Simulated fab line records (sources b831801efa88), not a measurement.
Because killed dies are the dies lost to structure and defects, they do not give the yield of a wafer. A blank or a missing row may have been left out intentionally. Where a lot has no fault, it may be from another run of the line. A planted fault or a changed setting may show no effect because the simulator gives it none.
Struck lot and sound lot, side by side	flow sky130	15 out of 708 route steps
Sound: wafers L361.1, L361.2, L361.4. Struck: wafers L374.2, L374.3, L374.4. The cause is given at the end.
Each step with rows lists, per side, the tool, then ch with its chambers, then its first start. Under that, the readings that differ: sound wafers	struck wafers	difference of the means	sigmas: that difference in standard deviations of wafers without a fault.
alike: readings with means less than 2 such deviations apart, plus words and numbers identical on both sides. not compared: withheld readings, readings lacking a value on some wafer, bounds such as >300 that could conceal the same value, and numbers that have no deviation in the record and whose values overlap.
The two part at a step that has a row with sigmas, a row that says differs or no value, or rows on one side only. When numbers do not overlap yet have no deviation, they are printed without sigmas and do not part them. A reading missing from all wafers of one side parts the sides only when that side holds two or more wafers.

first, 1 step without rows for these wafers: SKY_PWDE_IMPLANT_08.
SKY_PWDE_STRIP_09: strips in O2/N2.
  sound on plasma asher-04 ch 0,1, day 5 10:55; struck on plasma asher-02 ch 0,1, day 8 09:46
  alike: drypump motor current A, oes product au, strip time to endpoint s
  not compared: rf hours counter h
SKY_PWDE_TW_MEAS_10:
  struck on film metro-04, day 8 09:53; sound on film metro-01, day 5 11:01
  alike: PWDE_TW
then, 7 steps without rows for these wafers: SKY_NWELL_DEHYDRATE_03 (time 60 s); SKY_NWELL_HMDS_04 (prime time 60 s); SKY_NWELL_COAT_05 (resist thk 3000 nm); SKY_NWELL_SOFTBAKE_06; SKY_NWELL_EXPOSE_07 (exposes mask NWM, target cd 840 nm); SKY_NWELL_PEB_08; SKY_NWELL_DEVELOP_09 (develop time 60 s).
SKY_NWELL_OVL_MEAS_10:
  struck on overlay-02, day 9 20:22; sound on overlay-01, day 6 06:02
  alike: NWELL_00_OVL
next, for these wafers, 1 step has no rows: SKY_NWELL_IMPLANT_11.
SKY_NWELL_IMPLANT_12:
  sound on implanter-01 ch 0, day 6 06:13; struck on implanter-01 ch 0, day 9 20:34
reading	sound	struck	difference	sigmas
dose ions cm2	1.3009e+12 1.3001e+12 1.2984e+12	1.4335e+12 1.4321e+12 1.4321e+12	+1.3277e+11	+99 or more
faraday current uA	7.18 7.23 7.44	8.15 8.39 8.11	+0.93	+6
next, for these wafers, 1 step has no rows: SKY_NWELL_IMPLANT_13.
-- the record jumps here: 41 days lie between the struck wafers' starts before and after (it left off in module NWELL and takes up again in module PAD_OPEN, whose first step shown is number 708 of the route) --
SKY_PAD_OPEN_PROBE_99:
  struck on prober-02, day 50 13:23; sound on prober-01, day 47 15:28
reading	sound	struck	difference	sigmas
model.etest.pfet_01v8_lvt.off log10 a um	-8.976 -9.101 -9.017	-9.386 -9.398 -9.432	-0.374	
model.etest.pfet g5v0d10v5.vt sat v (V)	-0.6553 -0.6455 -0.6538	-0.6683 -0.6987 -0.6888	-0.0337	
model.etest.pfet_16v.vt v (V)	-1.112 -1.111 -1.112	-1.147 -1.148 -1.148	-0.036	
model.etest.pfet g5v0d10v5.vt long v (V)	-0.9401 -0.9345 -0.9425	-0.9703 -0.9715 -0.9765	-0.0337	
model.etest.pfet_01v8_lvt.vt sat v (V)	-0.4476 -0.4515 -0.4464	-0.4896 -0.4854 -0.4864	-0.0386	
model.etest.pfet_01v8_lvt.vt v (V)	-0.5354 -0.5366 -0.5341	-0.5748 -0.5722 -0.5714	-0.0374	
model.etest.pfet_01v8_lvt.vt long v (V)	-0.6562 -0.6527 -0.6542	-0.6872 -0.686 -0.6857	-0.0319	
  alike: killed_at_M0_to_M3, killed_at_M4_up, killed at contacts, killed at front end, killed at other, killed dies, killed on rim, killed open, killed short

WHERE THEY PART
Only at SKY_NWELL_IMPLANT_12, as far as this record shows. Later steps at which nothing parts them and some readings are alike: SKY_PAD_OPEN_PROBE_99.

WHY: whatever the simulator had introduced
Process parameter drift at SKY_NWELL_IMPLANT_12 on implanter-01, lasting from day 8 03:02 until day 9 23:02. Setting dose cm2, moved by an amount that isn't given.
